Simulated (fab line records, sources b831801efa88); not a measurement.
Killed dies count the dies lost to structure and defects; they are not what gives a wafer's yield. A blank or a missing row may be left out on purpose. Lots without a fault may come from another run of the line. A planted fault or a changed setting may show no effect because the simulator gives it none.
Which tool was responsible? ; flow gf180mcu ; 13 lots, 39 wafers sampled, at 3 steps of a route of 602

== WHAT EACH GAUGE READ, for each wafer ==
GF_TOP_METAL_THK_MEAS_06: measures by xrf.
lot;measured;on;TOP_METAL_ALCU_THK (nm)
L433;day 26 23:53;film_metro-03;881 871 875
L434;day 27 14:08;film_metro-03;881 873 866
L435;day 27 15:20;film_metro-04;890 889 878
L436;day 28 07:37;film_metro-03;870 868 881
L437;day 28 12:20;film_metro-04;888 882 894
L443;day 30 08:10;film_metro-04;880 865 861
L444;day 30 19:03;film_metro-03;866 864 853
L447;day 31 18:07;film_metro-03;888 895 896
L451;day 32 15:52;film_metro-03;866 888 872
L452;day 33 05:18;film_metro-04;855 873 869
L453;day 33 05:47;film_metro-04;874 877 866
L454;day 33 12:43;film_metro-02;881 873 881
L456;day 33 21:57;film_metro-02;869 873 879

== TOOL THAT RAN EACH LOT (tool first, then ch and the chambers of the sampled wafers, then the start) ==
lot;GF_V3_ETCH_17;GF_MIM_SPUTTER_07
L433;rie_diel-01 ch 0,2, day 22 02:00;pvd_sputter-02, day 24 04:49
L434;rie_diel-01 ch 0,2,3, day 22 15:00;pvd_sputter-01, day 24 17:49
L435;rie_diel-03 ch 0,2,3, day 22 17:00;pvd_sputter-02, day 24 19:10
L436;rie_diel-01 ch 1,2, day 23 11:00;pvd_sputter-03, day 25 14:04
L437;rie_diel-01 ch 1,3, day 23 17:00;pvd_sputter-03, day 25 17:53
L443;rie_diel-03 ch 0,3, day 25 19:00;pvd_sputter-03, day 27 18:49
L444;rie_diel-03 ch 0,1,2, day 26 09:00;pvd_sputter-01, day 28 06:39
L447;rie_diel-04 ch 0,1, day 27 11:00;pvd_sputter-03, day 29 08:15
L451;rie_diel-04 ch 1,2,3, day 28 13:00;pvd_sputter-01, day 30 08:44
L452;rie_diel-03 ch 0,1, day 29 03:00;pvd_sputter-01, day 30 21:26
L453;rie_diel-01 ch 1,3, day 29 04:00;pvd_sputter-02, day 30 22:36
L454;rie_diel-04 ch 0,2,3, day 29 11:00;pvd_sputter-01, day 31 05:29
L456;rie_diel-01 ch 0,2, day 30 01:00;pvd_sputter-02, day 31 17:37
- GF_V3_ETCH_17: etches SiO2 in C4F8/O2/Ar, stops on TiN, target depth 635 nm.
- GF_MIM_SPUTTER_07: material TiN, target thk 60 nm, time 50 s.

== WHAT THE TOOLS THEMSELVES READ (means of the sampled wafers that have a number; where no wafer has one, the mark that the record gives instead) ==
GF_V3_ETCH_17.
lot;tool;oes_product_au (a.u.)
L433;rie_diel-01;0.852
L434;rie_diel-01;0.853
L435;rie_diel-03;0.854
L436;rie_diel-01;0.859
L437;rie_diel-01;0.854
L443;rie_diel-03;0.861
L444;rie_diel-03;0.852
L447;rie_diel-04;0.857
L451;rie_diel-04;0.857
L452;rie_diel-03;0.862
L453;rie_diel-01;0.855
L454;rie_diel-04;0.857
L456;rie_diel-01;0.853

GF_MIM_SPUTTER_07.
lot;tool;throttle_valve_pct (%)
L433;pvd_sputter-02;31.1
L434;pvd_sputter-01;31.0
L435;pvd_sputter-02;30.3
L436;pvd_sputter-03;29.2
L437;pvd_sputter-03;29.2
L443;pvd_sputter-03;29.4
L444;pvd_sputter-01;31.0
L447;pvd_sputter-03;29.2
L451;pvd_sputter-01;30.0
L452;pvd_sputter-01;30.7
L453;pvd_sputter-02;30.2
L454;pvd_sputter-01;30.9
L456;pvd_sputter-02;29.9

== THE ANSWER, worked out from the rows above alone ==
Rule: what is usual is taken from the lots themselves. The widest of any qualifying gaps counts: lots, ordered by their means at a reading, are off when they make up no more than a third of the lots, leave a main group of 4 or more, and stand apart from it by 3 or more times the standard deviation of that group's means. A main group whose means are all the same, to the digits that the tables above print for the reading, isn't used. Also off: a lot with no number at a reading for which 4 or more lots have one. The other lots that the step has rows for count as sound. After the gauges, taken in route order, come the tools' own readings; for these a lot's mean is taken, as printed above. The first step at which some lot is off is used, and at that step the reading that is off furthest; a lot without a number counts as furthest.
No lot is off on any of the readings shown, so nothing can be concluded from this.

== WHAT THE SIMULATOR HAD INSERTED ==
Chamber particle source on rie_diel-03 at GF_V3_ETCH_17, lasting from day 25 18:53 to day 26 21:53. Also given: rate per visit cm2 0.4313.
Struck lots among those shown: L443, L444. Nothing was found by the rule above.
